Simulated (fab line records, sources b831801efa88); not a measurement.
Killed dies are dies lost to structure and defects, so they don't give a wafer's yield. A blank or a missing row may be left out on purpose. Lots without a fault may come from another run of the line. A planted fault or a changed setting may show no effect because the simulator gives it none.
A struck lot beside a sound one | flow gf180mcu | 14 steps out of a route of 602
Sound: wafers L479.2, L479.3, L479.5. Struck: wafers L486.1, L486.3, L486.5. The cause comes at the end.
At each step with rows: each side's tool, then ch and its chambers, then its first start. Under that, the readings that differ: sound wafers | struck wafers | difference of the means | sigmas: that difference in standard deviations of wafers without a fault.
alike: readings whose means differ by less than 2 such deviations, and words and numbers that are the same on both sides. not compared: withheld readings, readings that some wafer has no value for, bounds like >300 that may hide the same value, and numbers for which the record gives no deviation and whose values overlap.
The two part at a step that has a row with sigmas, a row that says differs or no value, or rows on one side only. Numbers that don't overlap but have no deviation are shown without sigmas and don't part them. A reading that every wafer of one side lacks parts them only if that side has two wafers or more.

GF_DUAL_GATE_STRIP_13: strips in O2/N2.
  sound on plasma_asher-02 ch 0,1, day 10 17:44; struck on plasma_asher-03 ch 1, day 13 06:08
  alike: drypump_motor_current_A, heater_power_w, n2_flow_sccm, oes_product_au, strip_time_to_endpoint_s
  not compared: rf_hours_counter_h
then, 3 steps without rows for these wafers: GF_DUAL_GATE_CLEAN_14 (cleans in SC1/SC2, time 150 s); GF_DUAL_GATE_OXIDATION_15 (stabilise 600 s, purge 300 s, target thk 7.098 nm); GF_POLY_GATE_CVD_00 (deposits poly-Si, target thk 200 nm, time 1200 s).
GF_POLY_GATE_THK_MEAS_01:
  sound on film_metro-02, day 10 21:18; struck on film_metro-01, day 13 11:49
  alike: POLY_GATE_CVD_00_THK
then, 7 steps without rows for these wafers: GF_POLY_GATE_DEHYDRATE_02 (time 60 s); GF_POLY_GATE_HMDS_03 (prime time 60 s); GF_POLY_GATE_COAT_04; GF_POLY_GATE_COAT_05 (resist thk 700 nm); GF_POLY_GATE_SOFTBAKE_06 (time 60 s); GF_POLY_GATE_EXPOSE_07 (exposes mask Poly2, target cd 280 nm); GF_POLY_GATE_PEB_08 (peb time 90 s).
GF_POLY_GATE_DEVELOP_09: develop time 60 s.
  sound on litho_track-02 ch 0, day 11 15:47; struck on litho_track-02, day 14 08:01
  no value came back on the struck wafers for chill_plate_temp_C (C), develop_time_s (s), developer_temp_C (C); on the sound wafers chill_plate_temp_C (C) reads 23.05 22.94 22.98
  reading                                    | sound             | struck            | difference | sigmas
  model.KrF_of_POLY_GATE_COAT_05.thk_nm (nm) | 688.3 687.9 688.5 | 701.4 700.1 702.2 | +13.0      |
GF_POLY_GATE_CD_MEAS_10: target cd 280 nm.
  sound on cd_sem-02, day 11 15:56; struck on cd_sem-02, day 14 08:10
  reading    | sound             | struck | difference                    | sigmas
  cd_nm (nm) | 278.9 278.5 279.3 | - - -  | no value on the struck wafers |

WHERE THEY PART
First at GF_POLY_GATE_DEVELOP_09; last, within this record, at GF_POLY_GATE_CD_MEAS_10.

WHY: what the simulator had put in
Skipped step whole: litho_track-02, from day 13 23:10 on, at GF_POLY_GATE_DEVELOP_09. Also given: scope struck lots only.
